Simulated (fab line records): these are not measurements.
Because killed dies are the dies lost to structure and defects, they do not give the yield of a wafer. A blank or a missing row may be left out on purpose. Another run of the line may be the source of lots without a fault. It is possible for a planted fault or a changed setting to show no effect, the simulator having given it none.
What tool caused it? / flow sky130 / 45 wafers from 15 lots sampled at 4 of the route's 708 steps

WHAT EACH GAUGE READ, for each wafer
SKY_DNWELL_TW_MEAS_09. Usual: DNWELL_TW typically reads 1116, with standard deviation 6.2.
lot=L366; measured=day 3 06:52; on=filmMetro-01; DNWELL_TW=1108 1111 1113; flag=
lot=L367; measured=day 3 10:17; on=filmMetro-02; DNWELL_TW=1109 1108 1110; flag=
lot=L368; measured=day 3 15:33; on=filmMetro-03; DNWELL_TW=1115 1111 1115; flag=
lot=L373; measured=day 5 04:58; on=filmMetro-03; DNWELL_TW=1113 1114 1118; flag=
lot=L372; measured=day 5 05:10; on=filmMetro-02; DNWELL_TW=1110 1114 1116; flag=
lot=L376; measured=day 5 12:01; on=filmMetro-02; DNWELL_TW=1113 1113 1113; flag=
lot=L377; measured=day 5 20:54; on=filmMetro-01; DNWELL_TW=1114 1111 1110; flag=
lot=L378; measured=day 5 22:34; on=filmMetro-01; DNWELL_TW=1116 1124 1122; flag=
lot=L379; measured=day 6 01:11; on=filmMetro-01; DNWELL_TW=1117 1119 1112; flag=
lot=L381; measured=day 7 02:46; on=filmMetro-01; DNWELL_TW=1122 1121 1122; flag=
lot=L384; measured=day 7 12:32; on=filmMetro-03; DNWELL_TW=1117 1109 1111; flag=
lot=L382; measured=day 7 12:43; on=filmMetro-01; DNWELL_TW=1119 1116 1112; flag=
lot=L385; measured=day 8 00:35; on=filmMetro-03; DNWELL_TW=1116 1114 1121; flag=
lot=L386; measured=day 8 05:43; on=filmMetro-02; DNWELL_TW=1107 1110 1108; flag=
lot=L388; measured=day 8 08:10; on=filmMetro-01; DNWELL_TW=1114 1115 1110; flag=

SKY_SD_P_CD_MEAS_07: the cd target is 380 nm. Usual: cdNm reads 380.1 nm (standard deviation 2.4).
lot=L366; measured=day 25 05:38; on=cdSem-01; cdNm (nm)=382.9 385.3 382.2; flag=
lot=L367; measured=day 25 13:59; on=cdSem-01; cdNm (nm)=380.1 374.0 378.1; flag=
lot=L368; measured=day 25 23:31; on=cdSem-02; cdNm (nm)=381.4 382.5 382.6; flag=
lot=L373; measured=day 28 13:57; on=cdSem-02; cdNm (nm)=378.4 378.5 377.8; flag=
lot=L372; measured=day 28 13:49; on=cdSem-02; cdNm (nm)=380.3 381.0 380.6; flag=
lot=L376; measured=day 28 23:15; on=cdSem-01; cdNm (nm)=378.0 378.8 379.8; flag=
lot=L377; measured=day 29 19:25; on=cdSem-01; cdNm (nm)=384.1 381.9 383.7; flag=
lot=L378; measured=day 29 16:51; on=cdSem-02; cdNm (nm)=380.8 380.7 380.1; flag=
lot=L379; measured=day 30 00:31; on=cdSem-02; cdNm (nm)=379.4 377.1 376.0; flag=
lot=L381; measured=day 31 19:26; on=cdSem-02; cdNm (nm)=380.0 378.2 377.3; flag=
lot=L384; measured=day 32 05:58; on=cdSem-02; cdNm (nm)=378.1 379.3 378.5; flag=
lot=L382; measured=day 32 06:54; on=cdSem-01; cdNm (nm)=379.0 376.1 376.9; flag=
lot=L385; measured=day 32 19:13; on=cdSem-01; cdNm (nm)=380.3 380.3 379.6; flag=
lot=L386; measured=day 33 01:01; on=cdSem-02; cdNm (nm)=383.2 380.4 384.2; flag=
lot=L388; measured=day 33 09:14; on=cdSem-01; cdNm (nm)=380.3 381.9 383.4; flag=

SKY_SD_N_RS_MEAS_18: measurement is done with a four-point probe. Usual: RES_XHIGH_RS typically reads 333.4 ohm/sq, with standard deviation 1.2.
lot=L366; measured=day 27 17:13; on=filmMetro-02; RES_XHIGH_RS (ohm/sq)=331.7 331.3 330.3; flag=
lot=L367; measured=day 28 01:38; on=filmMetro-04; RES_XHIGH_RS (ohm/sq)=331.7 332.5 332.1; flag=
lot=L368; measured=day 28 10:20; on=filmMetro-02; RES_XHIGH_RS (ohm/sq)=332.7 332.9 332.8; flag=
lot=L373; measured=day 30 22:44; on=filmMetro-02; RES_XHIGH_RS (ohm/sq)=332.6 332.8 332.6; flag=
lot=L372; measured=day 30 22:32; on=filmMetro-04; RES_XHIGH_RS (ohm/sq)=332.5 333.5 331.7; flag=
lot=L376; measured=day 31 07:02; on=filmMetro-04; RES_XHIGH_RS (ohm/sq)=334.3 334.1 332.9; flag=
lot=L377; measured=day 32 04:24; on=filmMetro-03; RES_XHIGH_RS (ohm/sq)=332.7 332.7 333.3; flag=
lot=L378; measured=day 32 00:14; on=filmMetro-03; RES_XHIGH_RS (ohm/sq)=334.5 333.8 334.5; flag=
lot=L379; measured=day 32 08:18; on=filmMetro-04; RES_XHIGH_RS (ohm/sq)=332.1 333.4 332.1; flag=
lot=L381; measured=day 34 01:48; on=filmMetro-04; RES_XHIGH_RS (ohm/sq)=333.9 335.2 334.7; flag=
lot=L384; measured=day 34 12:47; on=filmMetro-02; RES_XHIGH_RS (ohm/sq)=334.1 332.9 332.8; flag=
lot=L382; measured=day 34 13:47; on=filmMetro-04; RES_XHIGH_RS (ohm/sq)=333.2 332.5 331.6; flag=
lot=L385; measured=day 35 00:09; on=filmMetro-04; RES_XHIGH_RS (ohm/sq)=334.4 334.2 334.4; flag=
lot=L386; measured=day 35 06:14; on=filmMetro-03; RES_XHIGH_RS (ohm/sq)=333.5 334.7 334.0; flag=
lot=L388; measured=day 35 15:08; on=filmMetro-04; RES_XHIGH_RS (ohm/sq)=333.3 333.4 333.0; flag=

WHAT TOOL EACH LOT RAN ON (gives the tool, then ch and the chambers of the sampled wafers, and finally the start)
lot=L366; SKY_VT_ADJUST_HVTP_EXPOSE_04=ilineStepper-02 ch 0, day 5 18:58
lot=L367; SKY_VT_ADJUST_HVTP_EXPOSE_04=ilineStepper-02 ch 0, day 5 22:10
lot=L368; SKY_VT_ADJUST_HVTP_EXPOSE_04=ilineStepper-02 ch 0, day 6 03:51
lot=L373; SKY_VT_ADJUST_HVTP_EXPOSE_04=ilineStepper-02, day 7 21:06
lot=L372; SKY_VT_ADJUST_HVTP_EXPOSE_04=ilineStepper-01, day 7 21:46
lot=L376; SKY_VT_ADJUST_HVTP_EXPOSE_04=ilineStepper-02, day 8 05:44
lot=L377; SKY_VT_ADJUST_HVTP_EXPOSE_04=ilineStepper-01 ch 0, day 8 15:55
lot=L378; SKY_VT_ADJUST_HVTP_EXPOSE_04=ilineStepper-02 ch 0, day 8 16:27
lot=L379; SKY_VT_ADJUST_HVTP_EXPOSE_04=ilineStepper-01 ch 0, day 8 22:07
lot=L381; SKY_VT_ADJUST_HVTP_EXPOSE_04=ilineStepper-02 ch 0, day 10 03:40
lot=L384; SKY_VT_ADJUST_HVTP_EXPOSE_04=ilineStepper-02 ch 0, day 10 16:07
lot=L382; SKY_VT_ADJUST_HVTP_EXPOSE_04=ilineStepper-01 ch 0, day 10 17:08
lot=L385; SKY_VT_ADJUST_HVTP_EXPOSE_04=ilineStepper-02 ch 0, day 11 05:49
lot=L386; SKY_VT_ADJUST_HVTP_EXPOSE_04=ilineStepper-01 ch 0, day 11 11:46
lot=L388; SKY_VT_ADJUST_HVTP_EXPOSE_04=ilineStepper-02 ch 0, day 11 15:49
- SKY_VT_ADJUST_HVTP_EXPOSE_04: exposes mask HVTPM, target cd 380 nm.

WHAT THE TOOLS THEMSELVES READ (means of the sampled wafers that have a number; where no wafer has one, the mark that the record gives instead)
SKY_VT_ADJUST_HVTP_EXPOSE_04. Usual: exposureDoseMJCm2 139.94, standard deviation 0.13; focusOffsetNm -0.1 nm, standard deviation 0.5.
lot=L366; tool=ilineStepper-02; exposureDoseMJCm2=139.91; focusOffsetNm (nm)=-0.2; flag=
lot=L367; tool=ilineStepper-02; exposureDoseMJCm2=139.78; focusOffsetNm (nm)=-0.2; flag=
lot=L368; tool=ilineStepper-02; exposureDoseMJCm2=139.84; focusOffsetNm (nm)=-0.3; flag=
lot=L373; tool=ilineStepper-02; exposureDoseMJCm2=-; focusOffsetNm (nm)=-; flag=OFF
lot=L372; tool=ilineStepper-01; exposureDoseMJCm2=-; focusOffsetNm (nm)=-; flag=OFF
lot=L376; tool=ilineStepper-02; exposureDoseMJCm2=-; focusOffsetNm (nm)=-; flag=OFF
lot=L377; tool=ilineStepper-01; exposureDoseMJCm2=140.15; focusOffsetNm (nm)=0.5; flag=
lot=L378; tool=ilineStepper-02; exposureDoseMJCm2=139.89; focusOffsetNm (nm)=-0.8; flag=
lot=L379; tool=ilineStepper-01; exposureDoseMJCm2=139.99; focusOffsetNm (nm)=0.4; flag=
lot=L381; tool=ilineStepper-02; exposureDoseMJCm2=139.86; focusOffsetNm (nm)=-0.2; flag=
lot=L384; tool=ilineStepper-02; exposureDoseMJCm2=140.03; focusOffsetNm (nm)=-0.2; flag=
lot=L382; tool=ilineStepper-01; exposureDoseMJCm2=139.94; focusOffsetNm (nm)=0.2; flag=
lot=L385; tool=ilineStepper-02; exposureDoseMJCm2=139.93; focusOffsetNm (nm)=0.7; flag=
lot=L386; tool=ilineStepper-01; exposureDoseMJCm2=139.90; focusOffsetNm (nm)=0.5; flag=
lot=L388; tool=ilineStepper-02; exposureDoseMJCm2=139.91; focusOffsetNm (nm)=-0.3; flag=

THE ANSWER, worked out from the rows above alone
Rule: lot off if the mean of its wafers having a number is beyond 3 standard deviations from the usual mean. A lot without any number at a reading at which 4 lots or more have one is off too. All remaining lots with rows at the step are treated as sound. After the gauges, taken in route order, come the tools' own readings; for these a lot's mean is taken, as printed above. The first step at which some lot is off is used, and at that step the reading that is off furthest; a lot without a number counts as furthest.
Off at SKY_VT_ADJUST_HVTP_EXPOSE_04 (exposureDoseMJCm2): L373, L372, L376. Without a number there: L373, L372, L376.
A tool fits if, at that step or a process step before it, it ran every lot that is off, and no sound lot after the first of them. No candidate that was tried fits.

WHAT HAD BEEN PUT IN BY THE SIMULATOR
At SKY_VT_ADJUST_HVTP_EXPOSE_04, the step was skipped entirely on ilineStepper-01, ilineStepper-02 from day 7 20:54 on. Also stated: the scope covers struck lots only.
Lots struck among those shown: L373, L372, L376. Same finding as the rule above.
